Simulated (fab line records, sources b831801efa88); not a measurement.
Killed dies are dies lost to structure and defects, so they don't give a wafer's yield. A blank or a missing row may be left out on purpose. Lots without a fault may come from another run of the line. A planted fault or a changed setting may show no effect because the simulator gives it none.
Problem report in the 8D (eight disciplines) form, filled by code | flow sfq_line | the parts of the form that need people (team, actions taken, sign-off) are left out

1. THE PROBLEM
rf_fwd_power_W at SFQ_TRILAYER_M5_ETCH_METAL_ETCH_126 reads a mean of 693.5 W on 2 wafers of 1 lot; wafers without a fault read 598.2 W with a standard deviation of 1.7. That is +56 standard deviations from the usual mean.
The step: etches Nb in Cl2/BCl3, stops on SiO2, time 203.2 s, target depth 265 nm.
First seen on wafer L506.1, day 65 05:52, on rie_metal-03. The record holds 15 wafers of 5 lots with a number at this step. Rule for "out", or "out of limits": more than 4 standard deviations from the usual mean. The other wafers with a number count as sound.

2. WHAT IT IS AND WHAT IT IS NOT
question                    | is                | is not
which readings at this step | rf_fwd_power_W    | drypump_motor_current_A
which lots                  | L506              | L494, L507, L510, L511
which wafers of those lots  | L506.1, L506.5    | L506.4
read on which tools         | rie_metal-03      | rie_metal-02
when                        | from day 65 05:52 | up to then (4 sound wafers); but 9 sound wafers of L507, L510, L511 came after

3. SUSPECTS, AND WHAT RULES EACH OUT
Counting: a tool at a process step up to the reading stays a suspect if it ran every lot that is out. Sound lots after the first of them don't rule it out here, since some wafers of a struck lot are sound.
- rie_metal-02 at SFQ_TRILAYER_JJ_CE_ETCH_RIE_118 (chemistry SF6, target Nb, stops on Al2O3, time 97.7 s, target depth 170 nm): kept. It ran the lot that is out, L506 (day 59 19:40); its last sound lot up to then is L494 (day 46 20:26).
- rie_metal-04 at SFQ_TRILAYER_JJ_CE_STRIP_STRIP_120 (strips in O2): kept. It ran the lot that is out, L506 (day 59 20:17); its last sound lot up to then is L494 (day 46 21:02).
- rie_metal-03 at SFQ_TRILAYER_M5_BARC_OPEN_METAL_ETCH_161 (etches BARC in O2, target depth 125 nm, time 41.7 s): kept. It ran the lot that is out, L506 (day 65 05:48); its last sound lot up to then is L494 (day 47 00:07).
- rie_metal-03 at SFQ_TRILAYER_M5_ETCH_METAL_ETCH_126 (etches Nb in Cl2/BCl3, stops on SiO2, time 203.2 s, target depth 265 nm): kept. It ran the lot that is out, L506 (day 65 05:52); its last sound lot up to then is L494 (day 47 00:10). Its own readings are out on those wafers: rf_fwd_power_W.
- Within rie_metal-03 at SFQ_TRILAYER_M5_BARC_OPEN_METAL_ETCH_161: the wafers that are out ran in chamber 1; their sound lot-mates ran in chamber 0.
- Within rie_metal-03 at SFQ_TRILAYER_M5_ETCH_METAL_ETCH_126: the wafers that are out ran in chamber 1; their sound lot-mates ran in chamber 0.
Left after counting: rie_metal-02 at SFQ_TRILAYER_JJ_CE_ETCH_RIE_118, rie_metal-04 at SFQ_TRILAYER_JJ_CE_STRIP_STRIP_120, rie_metal-03 at SFQ_TRILAYER_M5_BARC_OPEN_METAL_ETCH_161, rie_metal-03 at SFQ_TRILAYER_M5_ETCH_METAL_ETCH_126.

4. THE CAUSE (what the simulator had put in)
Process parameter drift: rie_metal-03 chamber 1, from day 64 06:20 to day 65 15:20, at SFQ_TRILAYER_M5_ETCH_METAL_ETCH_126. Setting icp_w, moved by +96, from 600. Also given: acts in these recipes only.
Counting left 4 suspects, and this tool is among them.

5. THE CHAIN OF EFFECTS, in route order
Each row: a reading whose mean over the struck wafers that have a number lies more than 3 standard deviations from the usual. Only readings for which the record gives a usual standard deviation are gone through. hours: the time from each lot's start at the first step in this table that gives one to its start at this step, as a median over the lots. sigmas: the change in usual standard deviations.
hours | step                                | reading        | usual   | on struck wafers | change | sigmas
0     | SFQ_TRILAYER_M5_ETCH_METAL_ETCH_126 | rf_fwd_power_W | 598.2 W | 693.5            | +95.3  | +56
The process steps in it:
- SFQ_TRILAYER_M5_ETCH_METAL_ETCH_126: etches Nb in Cl2/BCl3, stops on SiO2, time 203.2 s, target depth 265 nm.

6. WHAT WOULD HAVE CAUGHT IT SOONER
In this record the first reading out of limits was taken at day 65 05:52, 24 hours after the fault began at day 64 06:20.
